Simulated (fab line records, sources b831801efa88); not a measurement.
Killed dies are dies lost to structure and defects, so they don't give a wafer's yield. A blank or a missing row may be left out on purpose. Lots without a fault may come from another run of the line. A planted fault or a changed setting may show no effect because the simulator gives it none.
Which tool did it? | flow gf180mcu | 6 lots, 18 wafers sampled, at 4 steps of a route of 602

WHAT THE GAUGES READ, wafer by wafer
GF_M3_CD_MEAS_14: target cd 280 nm.
lot  | measured     | on        | cd_nm (nm)
L822 | day 22 02:50 | cd_sem-02 | 280.9 280.9 281.5
L831 | day 25 05:24 | cd_sem-01 | 279.9 282.0 281.3
L833 | day 25 20:38 | cd_sem-01 | 280.9 279.2 280.4
L837 | day 27 17:02 | cd_sem-02 | 279.7 280.3 280.9
L841 | day 28 15:11 | cd_sem-02 | 279.8 279.4 279.8
L843 | day 29 03:51 | cd_sem-01 | 279.4 278.8 279.2

WHICH TOOL RAN EACH LOT (tool, then ch and the chambers of the sampled wafers, then the start)
lot  | GF_V2_CVD_02                    | GF_M3_SPUTTER_02             | GF_M3_EXPOSE_11
L822 | pecvd-03 ch 1,2, day 20 00:05   | pvd_sputter-02, day 21 02:54 | krf_scanner-01 ch 0, day 21 15:29
L831 | pecvd-04 ch 0,1, day 23 05:52   | pvd_sputter-01, day 24 07:16 | krf_scanner-02 ch 0, day 24 18:53
L833 | pecvd-03 ch 1,2, day 23 23:40   | pvd_sputter-02, day 24 23:37 | krf_scanner-02 ch 0, day 25 09:56
L837 | pecvd-03 ch 1,2, day 25 21:56   | pvd_sputter-03, day 26 20:34 | krf_scanner-02 ch 0, day 27 06:52
L841 | pecvd-01 ch 0,1,2, day 26 20:44 | pvd_sputter-03, day 27 19:05 | krf_scanner-02 ch 0, day 28 04:50
L843 | pecvd-01 ch 0,1, day 27 11:17   | pvd_sputter-03, day 28 08:55 | krf_scanner-01 ch 0, day 28 18:43
- GF_V2_CVD_02: deposits SiO2 from TEOS, target thk 850 nm, time 94.851 s.
- GF_M3_SPUTTER_02: material AlCu, target thk 450 nm, time 23.9 s.
- GF_M3_EXPOSE_11: exposes mask Metal3, target cd 280 nm.

THE ANSWER, worked out from the rows above alone
Rule: what is usual is taken from the lots themselves. Put in order of their means at a reading, lots are off if they are a third of the lots or fewer, leave a main group of 4 or more, and stand apart from it by a gap of 3 or more times the standard deviation of the main group's means; of several such gaps the widest counts. A main group whose means are all the same, to the digits that the tables above print for the reading, isn't used. A lot without any number at a reading at which 4 lots or more have one is off too. The other lots that the step has rows for count as sound.
No lot is off at any reading shown: from this, nothing can be told.

WHAT THE SIMULATOR HAD PUT IN
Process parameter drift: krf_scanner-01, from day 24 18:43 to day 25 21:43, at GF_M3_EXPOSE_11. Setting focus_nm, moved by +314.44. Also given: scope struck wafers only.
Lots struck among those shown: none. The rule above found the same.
